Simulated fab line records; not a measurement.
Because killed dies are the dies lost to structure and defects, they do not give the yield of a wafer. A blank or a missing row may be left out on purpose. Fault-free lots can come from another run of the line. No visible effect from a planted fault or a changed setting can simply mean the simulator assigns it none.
The tool behind it: which one? / flow sky130 / 14 lots, 42 wafers sampled, at 5 steps of a route of 708

== WHAT THE GAUGES READ, wafer by wafer ==
SKY_METAL1_THK_MEAS_06: measures by xrf.
lot=L452; measured=day 31 20:46; on=filmMetro-03; METAL1_ALCU_THK (nm)=249.9 252.1 251.7
lot=L453; measured=day 32 02:26; on=filmMetro-02; METAL1_ALCU_THK (nm)=250.2 248.5 248.7
lot=L454; measured=day 32 15:48; on=filmMetro-02; METAL1_ALCU_THK (nm)=246.1 247.5 248.6
lot=L456; measured=day 32 22:54; on=filmMetro-02; METAL1_ALCU_THK (nm)=251.4 251.9 249.1
lot=L455; measured=day 32 23:23; on=filmMetro-01; METAL1_ALCU_THK (nm)=253.6 254.7 254.0
lot=L458; measured=day 33 22:31; on=filmMetro-02; METAL1_ALCU_THK (nm)=250.2 250.3 249.1
lot=L459; measured=day 34 07:31; on=filmMetro-03; METAL1_ALCU_THK (nm)=250.9 251.7 252.5
lot=L461; measured=day 34 19:59; on=filmMetro-02; METAL1_ALCU_THK (nm)=249.3 247.7 251.7
lot=L463; measured=day 35 13:14; on=filmMetro-03; METAL1_ALCU_THK (nm)=253.8 251.9 250.4
lot=L469; measured=day 37 15:40; on=filmMetro-01; METAL1_ALCU_THK (nm)=251.3 251.3 250.6
lot=L471; measured=day 37 17:46; on=filmMetro-03; METAL1_ALCU_THK (nm)=250.8 250.6 250.4
lot=L472; measured=day 38 00:25; on=filmMetro-03; METAL1_ALCU_THK (nm)=251.4 249.0 250.0
lot=L474; measured=day 38 16:55; on=filmMetro-01; METAL1_ALCU_THK (nm)=244.1 248.0 246.4
lot=L475; measured=day 39 02:29; on=filmMetro-03; METAL1_ALCU_THK (nm)=252.8 248.8 247.7

SKY_METAL1_OVL_MEAS_16.
lot=L452; measured=day 32 23:28; on=overlay-02; METAL1_OVL (nm)=-3 -2 -1
lot=L453; measured=day 33 05:26; on=overlay-02; METAL1_OVL (nm)=-6 1 3
lot=L454; measured=day 33 18:55; on=overlay-01; METAL1_OVL (nm)=-3 -9 -8
lot=L456; measured=day 34 02:02; on=overlay-01; METAL1_OVL (nm)=3 3 3
lot=L455; measured=day 34 02:37; on=overlay-01; METAL1_OVL (nm)=-7 -11 -4
lot=L458; measured=day 35 01:46; on=overlay-01; METAL1_OVL (nm)=-6 -4 -4
lot=L459; measured=day 35 09:50; on=overlay-02; METAL1_OVL (nm)=-4 -10 -8
lot=L461; measured=day 35 22:28; on=overlay-01; METAL1_OVL (nm)=-4 9 10
lot=L463; measured=day 36 14:50; on=overlay-02; METAL1_OVL (nm)=-6 -2 4
lot=L469; measured=day 38 17:59; on=overlay-02; METAL1_OVL (nm)=3 -2 -2
lot=L471; measured=day 38 19:14; on=overlay-02; METAL1_OVL (nm)=-3 1 2
lot=L472; measured=day 39 01:56; on=overlay-02; METAL1_OVL (nm)=6 -4 -5
lot=L474; measured=day 39 17:07; on=overlay-01; METAL1_OVL (nm)=8 0 -3
lot=L475; measured=day 40 03:22; on=overlay-02; METAL1_OVL (nm)=-7 0 -9

SKY_VIA1_CD_MEAS_12 targets a cd of 150 nm.
lot=L452; measured=day 34 03:15; on=cdSem-02; cdNm (nm)=151.0 151.1 151.2
lot=L453; measured=day 34 09:01; on=cdSem-02; cdNm (nm)=151.1 150.5 151.1
lot=L454; measured=day 34 22:39; on=cdSem-01; cdNm (nm)=150.5 151.0 150.1
lot=L456; measured=day 35 06:10; on=cdSem-01; cdNm (nm)=152.4 149.5 149.4
lot=L455; measured=day 35 06:18; on=cdSem-01; cdNm (nm)=151.9 151.1 150.3
lot=L458; measured=day 36 05:44; on=cdSem-01; cdNm (nm)=151.4 149.9 150.3
lot=L459; measured=day 36 12:50; on=cdSem-01; cdNm (nm)=149.7 149.9 150.0
lot=L461; measured=day 37 01:01; on=cdSem-01; cdNm (nm)=150.0 150.7 150.9
lot=L463; measured=day 37 18:14; on=cdSem-01; cdNm (nm)=150.1 151.9 149.9
lot=L469; measured=day 39 19:41; on=cdSem-01; cdNm (nm)=149.7 149.1 149.6
lot=L471; measured=day 39 21:48; on=cdSem-01; cdNm (nm)=148.2 147.8 148.7
lot=L472; measured=day 40 04:04; on=cdSem-01; cdNm (nm)=150.4 151.6 150.8
lot=L474; measured=day 40 22:57; on=cdSem-01; cdNm (nm)=149.5 148.0 148.9
lot=L475; measured=day 41 04:31; on=cdSem-01; cdNm (nm)=150.9 148.4 149.9

SKY_PASSIVATION_THK_MEAS_03.
lot=L452; measured=day 44 04:11; on=filmMetro-02; PASSIVATION_CVD_02_THK (nm)=532 533 540
lot=L453; measured=day 44 09:38; on=filmMetro-02; PASSIVATION_CVD_02_THK (nm)=539 542 542
lot=L454; measured=day 44 13:34; on=filmMetro-04; PASSIVATION_CVD_02_THK (nm)=537 535 548
lot=L456; measured=day 45 02:06; on=filmMetro-04; PASSIVATION_CVD_02_THK (nm)=534 535 537
lot=L455; measured=day 45 02:13; on=filmMetro-01; PASSIVATION_CVD_02_THK (nm)=533 527 540
lot=L458; measured=day 45 15:02; on=filmMetro-02; PASSIVATION_CVD_02_THK (nm)=520 532 534
lot=L459; measured=day 45 20:57; on=filmMetro-04; PASSIVATION_CVD_02_THK (nm)=522 527 531
lot=L461; measured=day 46 10:19; on=filmMetro-01; PASSIVATION_CVD_02_THK (nm)=556 556 570 556 556 571
lot=L463; measured=day 46 23:38; on=filmMetro-01; PASSIVATION_CVD_02_THK (nm)=556 565 567 555 566 567
lot=L469; measured=day 48 22:53; on=filmMetro-02; PASSIVATION_CVD_02_THK (nm)=535 530 535
lot=L471; measured=day 49 00:03; on=filmMetro-01; PASSIVATION_CVD_02_THK (nm)=536 546 543
lot=L472; measured=day 49 00:58; on=filmMetro-04; PASSIVATION_CVD_02_THK (nm)=530 542 550
lot=L474; measured=day 49 09:28; on=filmMetro-01; PASSIVATION_CVD_02_THK (nm)=528 531 538
lot=L475; measured=day 49 18:12; on=filmMetro-01; PASSIVATION_CVD_02_THK (nm)=544 545 551

== WHICH TOOL RAN EACH LOT (tool, then ch and the chambers of the sampled wafers, then the start) ==
lot=L452; SKY_PASSIVATION_CVD_02=pecvd-04 ch 0,2, day 44 03:58
lot=L453; SKY_PASSIVATION_CVD_02=pecvd-01 ch 0,2, day 44 09:25
lot=L454; SKY_PASSIVATION_CVD_02=pecvd-03 ch 0,1,2, day 44 13:20
lot=L456; SKY_PASSIVATION_CVD_02=pecvd-04 ch 1,2, day 45 01:52
lot=L455; SKY_PASSIVATION_CVD_02=pecvd-01 ch 0,2, day 45 02:00
lot=L458; SKY_PASSIVATION_CVD_02=pecvd-04 ch 0,1, day 45 14:48
lot=L459; SKY_PASSIVATION_CVD_02=pecvd-04 ch 0,1,2, day 45 20:43
lot=L461; SKY_PASSIVATION_CVD_02=pecvd-04 ch 0,1, day 46 10:05
lot=L463; SKY_PASSIVATION_CVD_02=pecvd-04 ch 0,1, day 46 23:23
lot=L469; SKY_PASSIVATION_CVD_02=pecvd-01 ch 0,2, day 48 22:39
lot=L471; SKY_PASSIVATION_CVD_02=pecvd-03 ch 1,2, day 48 23:43
lot=L472; SKY_PASSIVATION_CVD_02=pecvd-01 ch 0,2, day 49 00:43
lot=L474; SKY_PASSIVATION_CVD_02=pecvd-03 ch 1, day 49 09:08
lot=L475; SKY_PASSIVATION_CVD_02=pecvd-03 ch 1,2, day 49 17:58
- SKY_PASSIVATION_CVD_02: deposits Si3N4, target thk 540 nm.

== AS READ BY THE TOOLS THEMSELVES (means over the sampled wafers that have a number; for cases with no such wafer, the mark the record gives instead) ==
SKY_PASSIVATION_CVD_02.
lot=L452; tool=pecvd-04; heaterPowerW (W)=854
lot=L453; tool=pecvd-01; heaterPowerW (W)=652
lot=L454; tool=pecvd-03; heaterPowerW (W)=825
lot=L456; tool=pecvd-04; heaterPowerW (W)=855
lot=L455; tool=pecvd-01; heaterPowerW (W)=633
lot=L458; tool=pecvd-04; heaterPowerW (W)=684
lot=L459; tool=pecvd-04; heaterPowerW (W)=747
lot=L461; tool=pecvd-04; heaterPowerW (W)=699
lot=L463; tool=pecvd-04; heaterPowerW (W)=737
lot=L469; tool=pecvd-01; heaterPowerW (W)=596
lot=L471; tool=pecvd-03; heaterPowerW (W)=830
lot=L472; tool=pecvd-01; heaterPowerW (W)=625
lot=L474; tool=pecvd-03; heaterPowerW (W)=793
lot=L475; tool=pecvd-03; heaterPowerW (W)=748

== THE ANSWER, worked out from the rows above alone ==
Rule: the lots themselves supply what counts as usual. Put in order of their means at a reading, lots are off if they are a third of the lots or fewer, leave a main group of 4 or more, and stand apart from it by a gap of 3 or more times the standard deviation of the main group's means; of several such gaps the widest counts. Not used: any main group whose means are identical at the precision the tables above print for the reading. A lot without any number at a reading at which 4 lots or more have one is off too. Any other lot the step has rows for is counted as sound. After the gauges, taken in route order, come the tools' own readings; for these a lot's mean is taken, as printed above. The first step at which some lot is off is used, and at that step the reading that is off furthest; a lot without a number counts as furthest.
None of the lots is off at any reading shown; this tells nothing.

== WHAT THE SIMULATOR HAD INSERTED ==
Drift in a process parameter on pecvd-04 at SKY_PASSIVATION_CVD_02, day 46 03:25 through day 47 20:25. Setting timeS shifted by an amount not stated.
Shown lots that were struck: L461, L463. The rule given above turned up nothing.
